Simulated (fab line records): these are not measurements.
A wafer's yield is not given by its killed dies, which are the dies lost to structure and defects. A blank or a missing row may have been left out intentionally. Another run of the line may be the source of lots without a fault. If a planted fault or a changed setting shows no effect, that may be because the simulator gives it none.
fab line records ; flow sky130 ; part 2 of 2: steps 33 to 44 of 44
record lots=5; wafers=15; lastDay=50
route steps=708 shown VT_ADJUST_LVTN@97 VT_ADJUST_NCORE@119 VT_ADJUST_HVTR@131
lots that met no fault: from a run of the same line without faults
startH: the number of hours between the record's first day and the start of the first shown wafer of the lot ; waitH: hours since the lot's step before ; " repeats the value in the row above ; L1.1+2: several wafers, shown together as one row ; - value missing, or start not given ; * or withheld: withheld ; < > ~ a bound
route shown NAME@n: NAME is a module with steps in the file, n the number in the route of the first one ; usual: mean/standard deviation of fault-free wafers ; same: alike in all rows ; chamber/n: place in a boat ; sites: the reading at each site ; _std_site: how widely they spread, as a standard deviation ; _edge_site: the outer-site mean with the inner-site mean subtracted ; radiusMm: how far each site lies from the wafer's centre ; mask NAME#n: copy n ; behind: the last tool/chamber to shape the wafer ; hold: why the lot was held/for how many hours/how that ended ; device: whichever transistor did not switch (one of n, p or np) ; end of line: the route-end tests of the same wafers ; step lacking rows: just its recipe ; killed: at the first sort, the dies lost to defects and structure; wafer yield is something else ; map: shows each die of a wafer: x if killed, . if not, _ if none is there
set.NAME: the setting that was run; set.NAME@STEP: the one run at that earlier step ; model.NAME: the simulator's own value behind a step, which no gauge read
certain route steps with their lots: each step a table, each wafer a row
services: from which hour (startH, from the record's first day; less than 0 if before it) a tool's chamber was out of use, for how many hours, and why
## steps
# step SKY_VT_ADJUST_NCORE_STRIP_10
# recipe chemistry=O2/N2; powerW=1400; pressureMtorr=1500; platenTempC=withheld; o2FlowSccm=3000; n2FlowSccm=300; overashFraction=0.5
# usual drypumpMotorCurrentA=5.7/0.48; oesProductAu=0.716/0.0049; stripTimeToEndpointS=14.19/0.042
lot.wafer;tool;chamber;startH;waitH;drypumpMotorCurrentA;oesProductAu;rfHoursCounterH;stripTimeToEndpointS
L081.1;plasmaAsher-03;0;230.58;0.1;4.8;0.715;57;14.24
L081.2;plasmaAsher-03;1;230.58;0.1;5.9;0.718;57;14.23
L081.6;plasmaAsher-03;0;230.58;0.1;4.8;0.715;-;14.24
L085.1;plasmaAsher-03;0;270.30;0.1;4.8;0.717;61;14.22
L085.5;plasmaAsher-03;1;270.30;0.1;5.8;0.723;-;14.24
L085.6;plasmaAsher-03;0;270.30;0.1;4.8;0.711;-;14.23
L087.2;plasmaAsher-01;0;274.25;0.1;5.1;0.716;45;14.15
L087.3;plasmaAsher-01;0;274.25;0.1;5.2;0.714;-;14.20
L087.5;plasmaAsher-01;1;274.25;0.1;6.3;0.719;-;14.15
L096.1;plasmaAsher-03;0;339.93;0.1;4.8;0.716;68;14.14
L096.5;plasmaAsher-03;1;339.93;0.1;5.9;0.716;-;14.12
L096.6;plasmaAsher-03;0;339.93;0.1;4.8;0.715;-;14.11
L097.1;plasmaAsher-01;0;344.75;0.1;5.2;0.703;52;14.18
L097.3;plasmaAsher-01;1;344.75;0.1;6.3;0.718;-;14.20
L097.4;plasmaAsher-01;0;344.75;0.1;5.2;0.720;-;14.19
# step SKY_VT_ADJUST_NCORE_TW_MEAS_11
# usual VT_ADJUST_NCORE_TW=219.4/1.4
lot.wafer;tool;chamber;startH;waitH;VT_ADJUST_NCORE_TW
L081.1;filmMetro-01;-;230.68;0.1;216.3
L081.2;filmMetro-01;-;230.68;0.1;217.0
L081.6;filmMetro-01;-;230.68;0.1;217.0
L085.1;filmMetro-03;-;270.40;0.1;219.6
L085.5;filmMetro-03;-;270.40;0.1;219.8
L085.6;filmMetro-03;-;270.40;0.1;219.4
L087.2;filmMetro-04;-;274.36;0.1;219.8
L087.3;filmMetro-04;-;274.36;0.1;220.1
L087.5;filmMetro-04;-;274.36;0.1;219.3
L096.1;filmMetro-04;-;340.03;0.1;219.9
L096.5;filmMetro-04;-;340.03;0.1;220.8
L096.6;filmMetro-04;-;340.03;0.1;221.1
L097.1;filmMetro-03;-;344.85;0.1;220.2
L097.3;filmMetro-03;-;344.85;0.1;219.3
L097.4;filmMetro-03;-;344.85;0.1;220.2
# step SKY_VT_ADJUST_HVTR_DEHYDRATE_00
# recipe tempC=200; timeS=60
lot.wafer;tool;chamber;startH;waitH
L081.1+2+6;lithoTrack-02;0;241.86;11.2
L085.1+5+6;lithoTrack-03;0;282.13;11.7
L087.2+3+5;lithoTrack-03;0;286.26;11.9
L096.1+5+6;lithoTrack-03;0;352.28;12.2
L097.1+3+4;lithoTrack-04;0;357.73;12.9
# step SKY_VT_ADJUST_HVTR_HMDS_01
# recipe primeTimeS=60; primeTempC=120
# usual primeTempC=119.99/0.14
lot.wafer;tool;chamber;startH;waitH;primeTempC
L081.1;lithoTrack-02;0;242.01;0.1;120.07
L081.2;lithoTrack-02;0;242.01;0.1;120.16
L081.6;lithoTrack-02;0;242.01;0.1;119.98
L085.1;lithoTrack-03;0;282.28;0.1;119.95
L085.5;lithoTrack-03;0;282.28;0.1;120.13
L085.6;lithoTrack-03;0;282.28;0.1;120.28
L087.2;lithoTrack-03;0;286.41;0.1;120.13
L087.3;lithoTrack-03;0;286.41;0.1;119.99
L087.5;lithoTrack-03;0;286.41;0.1;120.15
L096.1;lithoTrack-03;0;352.43;0.1;119.74
L096.5;lithoTrack-03;0;352.43;0.1;119.89
L096.6;lithoTrack-03;0;352.43;0.1;120.01
L097.1;lithoTrack-04;0;357.88;0.1;120.17
L097.3;lithoTrack-04;0;357.88;0.1;120.15
L097.4;lithoTrack-04;0;357.88;0.1;119.84
# step SKY_VT_ADJUST_HVTR_COAT_02
# recipe resist=NOVOLAK; spinRpm=3000; resistThkNm=1140
lot.wafer;tool;chamber;startH;waitH
L081.1+2+6;lithoTrack-02;0;242.16;0.1
L085.1+5+6;lithoTrack-03;0;282.43;0.1
L087.2+3+5;lithoTrack-03;0;286.56;0.1
L096.1+5+6;lithoTrack-03;0;352.58;0.1
L097.1+3+4;lithoTrack-04;0;358.03;0.1
# step SKY_VT_ADJUST_HVTR_SOFTBAKE_03
# recipe tempC=90; timeS=60; resist=NOVOLAK
lot.wafer;tool;chamber;startH;waitH
L081.1+2+6;lithoTrack-02;0;242.31;0.1
L085.1+5+6;lithoTrack-03;0;282.58;0.1
L087.2+3+5;lithoTrack-03;0;286.71;0.1
L096.1+5+6;lithoTrack-03;0;352.73;0.1
L097.1+3+4;lithoTrack-04;0;358.18;0.1
# step SKY_VT_ADJUST_HVTR_EXPOSE_04
# recipe maskId=HVTRM; targetCdNm=380; na=0.6; sourceShape=conventional; sigmaOuter=0.6; doseMj=150
# same sigmaOuter=0.6
lot.wafer;tool;chamber;startH;waitH;mask
L081.1+2+6;ilineStepper-01;0;-;-;HVTRM#0
L085.1+5+6;ilineStepper-02;0;-;-;HVTRM#0
L087.2+3+5;ilineStepper-01;0;-;-;HVTRM#0
L096.1+5+6;ilineStepper-02;0;-;-;HVTRM#0
L097.1+3+4;ilineStepper-02;0;-;-;HVTRM#0
# step SKY_VT_ADJUST_HVTR_PEB_05
# recipe tempC=withheld; timeS=*; resist=NOVOLAK
lot.wafer;tool;chamber;startH;waitH
L081.1+2+6;lithoTrack-04;0;-;-
L085.1+5+6;lithoTrack-04;0;-;-
L087.2+3+5;lithoTrack-02;0;-;-
L096.1+5+6;lithoTrack-03;0;-;-
L097.1+3+4;lithoTrack-04;0;-;-
# step SKY_VT_ADJUST_HVTR_DEVELOP_06
# recipe developTimeS=60; devTempC=23
lot.wafer;tool;chamber;startH;waitH
L081.1+2+6;lithoTrack-04;0;254.28;0.1
L085.1+5+6;lithoTrack-04;0;295.08;0.1
L087.2+3+5;lithoTrack-02;0;299.58;0.1
L096.1+5+6;lithoTrack-03;0;366.03;0.1
L097.1+3+4;lithoTrack-04;0;372.13;0.1
# step SKY_VT_ADJUST_HVTR_CD_MEAS_07
# recipe targetCdNm=380
# usual cdNm=379.2/2.7
lot.wafer;tool;chamber;startH;waitH;cdNm
L081.1;cdSem-02;-;254.43;0.1;376.1
L081.2;cdSem-02;-;254.43;0.1;377.8
L081.6;cdSem-02;-;254.43;0.1;377.0
L085.1;cdSem-01;-;295.23;0.1;381.9
L085.5;cdSem-01;-;295.23;0.1;380.3
L085.6;cdSem-01;-;295.23;0.1;379.8
L087.2;cdSem-02;-;299.73;0.1;380.1
L087.3;cdSem-02;-;299.73;0.1;378.3
L087.5;cdSem-02;-;299.73;0.1;380.3
L096.1;cdSem-01;-;366.18;0.1;381.2
L096.5;cdSem-01;-;366.18;0.1;382.9
L096.6;cdSem-01;-;366.18;0.1;379.1
L097.1;cdSem-02;-;372.28;0.1;377.5
L097.3;cdSem-02;-;372.28;0.1;378.3
L097.4;cdSem-02;-;372.28;0.1;376.9
# step SKY_VT_ADJUST_HVTR_OVL_MEAS_08
# usual VT_ADJUST_HVTR_OVL=-1.0/1.2
lot.wafer;tool;chamber;startH;waitH;VT_ADJUST_HVTR_OVL[nm]
L081.1;overlay-02;-;254.55;0.1;-1.3
L081.2;overlay-02;-;254.55;0.1;-1.3
L081.6;overlay-02;-;254.55;0.1;-0.7
L085.1;overlay-02;-;295.35;0.1;-1.5
L085.5;overlay-02;-;295.35;0.1;-3.4
L085.6;overlay-02;-;295.35;0.1;-0.7
L087.2;overlay-02;-;299.84;0.1;-0.7
L087.3;overlay-02;-;299.84;0.1;0.7
L087.5;overlay-02;-;299.84;0.1;-1.5
L096.1;overlay-02;-;366.30;0.1;-3.1
L096.5;overlay-02;-;366.30;0.1;-1.7
L096.6;overlay-02;-;366.30;0.1;-3.2
L097.1;overlay-02;-;372.40;0.1;-1.2
L097.3;overlay-02;-;372.40;0.1;-0.7
L097.4;overlay-02;-;372.40;0.1;-0.3
# step SKY_VT_ADJUST_HVTR_IMPLANT_09
# recipe species=B; energyKev=10; doseCm2=2.1e+12; tiltDeg=withheld
# usual beamEnergyKeV=10.000/0.0035; faradayCurrentUA=11.85/0.21
lot.wafer;tool;chamber;startH;waitH;beamEnergyKeV;faradayCurrentUA
L081.1;implanter-03;0;254.58;0.0;10.011;12.11
L081.2;implanter-03;0;254.58;0.0;10.007;12.05
L081.6;implanter-03;0;254.58;0.0;10.004;12.24
L085.1;implanter-03;0;295.38;0.0;9.998;11.85
L085.5;implanter-03;0;295.38;0.0;9.999;11.82
L085.6;implanter-03;0;295.38;0.0;9.997;11.95
L087.2;implanter-02;0;299.89;0.0;10.009;11.96
L087.3;implanter-02;0;299.89;0.0;10.008;11.93
L087.5;implanter-02;0;299.89;0.0;10.001;11.76
L096.1;implanter-01;0;366.34;0.0;10.002;11.90
L096.5;implanter-01;0;366.34;0.0;10.000;12.37
L096.6;implanter-01;0;366.34;0.0;9.999;12.17
L097.1;implanter-02;0;372.43;0.0;9.999;12.16
L097.3;implanter-02;0;372.43;0.0;9.999;11.87
L097.4;implanter-02;0;372.43;0.0;10.005;12.07
## services
tool;chamber;startH;hours;kind
ilineStepper-01;-;157.07;5.4;repair
ilineStepper-02;-;163.44;8.5;repair
plasmaAsher-01;-;178.91;0.8;repair
ilineStepper-02;-;179.56;9.0;repair
ilineStepper-02;-;188.52;1.7;pm
plasmaAsher-01;-;191.17;1.7;repair
implanter-02;-;199.77;0.8;repair
plasmaAsher-01;-;210.35;4.4;repair
implanter-02;-;212.47;16.4;pm
implanter-01;-;220.34;1.6;repair
plasmaAsher-04;-;233.67;2.2;repair
implanter-01;-;240.66;24.4;pm
implanter-02;-;245.81;2.0;repair
implanter-04;-;247.83;2.5;pm
ilineStepper-01;-;249.16;2.1;pm
ilineStepper-02;-;264.11;6.5;repair
implanter-01;-;285.30;1.8;repair
ilineStepper-01;-;295.26;1.7;pm
implanter-03;-;314.74;3.3;repair
implanter-02;-;316.65;2.0;repair
ilineStepper-02;-;322.53;8.9;pm
ilineStepper-01;-;342.47;8.0;repair
plasmaAsher-01;-;366.47;4.3;pm
implanter-03;-;371.56;1.6;repair
